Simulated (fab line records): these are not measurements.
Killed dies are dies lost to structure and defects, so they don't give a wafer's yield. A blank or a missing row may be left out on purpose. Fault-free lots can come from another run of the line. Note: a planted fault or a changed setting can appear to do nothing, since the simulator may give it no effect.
A struck lot beside a sound one | flow sky130 | 14 out of 708 route steps
Sound: these wafers, L454.1, L454.2, L454.6. Struck: wafers L449.1, L449.4, L449.6. Last of all comes the cause.
Per side, at each step with rows, come the tool, then ch with its chambers, and then its first start. Under that, the readings that differ: sound wafers | struck wafers | difference of the means | sigmas: that difference in standard deviations of wafers without a fault.
alike: readings whose means differ by less than 2 such deviations, and words and numbers that are the same on both sides. not compared: withheld readings, readings that some wafer has no value for, bounds like >300 that may hide the same value, and numbers for which the record gives no deviation and whose values overlap.
Wherever a step has rows on one side only, a row that says differs or no value, or a row with sigmas, the two part there. Numbers that don't overlap but have no deviation are shown without sigmas and don't part them. Lack of a reading on every wafer of one side parts them only where that side has two or more wafers.

first, 6 steps without rows for these wafers: SKY_RES_XHIGH_COAT_02 (resist thk 1140 nm); SKY_RES_XHIGH_SOFTBAKE_03 (time 60 s); SKY_RES_XHIGH_EXPOSE_04 (exposes mask URPM, target cd 1270 nm); SKY_RES_XHIGH_PEB_05; SKY_RES_XHIGH_DEVELOP_06 (develop time 60 s); SKY_RES_XHIGH_IMPLANT_07.
SKY_RES_XHIGH_STRIP_08: strips in O2/N2.
  sound on plasma asher-04 ch 0,1, day 33 03:53; struck on plasma asher-01 ch 0,1, day 31 22:49
  alike: drypump motor current A, oes product au, strip time to endpoint s
  not compared: rf hours counter h
SKY_RES_XHIGH_TW_MEAS_09:
  sound on film metro-04 at day 33 03:59; struck on film metro-01 at day 31 22:55
  alike: RES_XHIGH_TW
then, 4 steps without rows for these wafers: SKY_SD_N_DEHYDRATE_00 (time 60 s); SKY_SD_N_HMDS_01 (prime time 60 s); SKY_SD_N_COAT_02 (resist thk 1140 nm); SKY_SD_N_SOFTBAKE_03 (time 60 s).
SKY_SD_N_EXPOSE_04: exposes mask NSDM, target cd 380 nm.
  struck on iline stepper-02, day 32 12:59; sound on iline stepper-02 ch 0, day 33 16:58
  no value came back on the struck wafers for exposure dose mJ cm2, focus offset nm (nm); on the sound wafers exposure dose mJ cm2 reads 141.04 141.10 140.93
  alike: mask
following that, these wafers have no rows for 1 step: SKY_SD_N_PEB_05.

== WHERE THEY PART ==
Only at SKY_SD_N_EXPOSE_04, as far as this record shows.

WHY: the cause the simulator had injected
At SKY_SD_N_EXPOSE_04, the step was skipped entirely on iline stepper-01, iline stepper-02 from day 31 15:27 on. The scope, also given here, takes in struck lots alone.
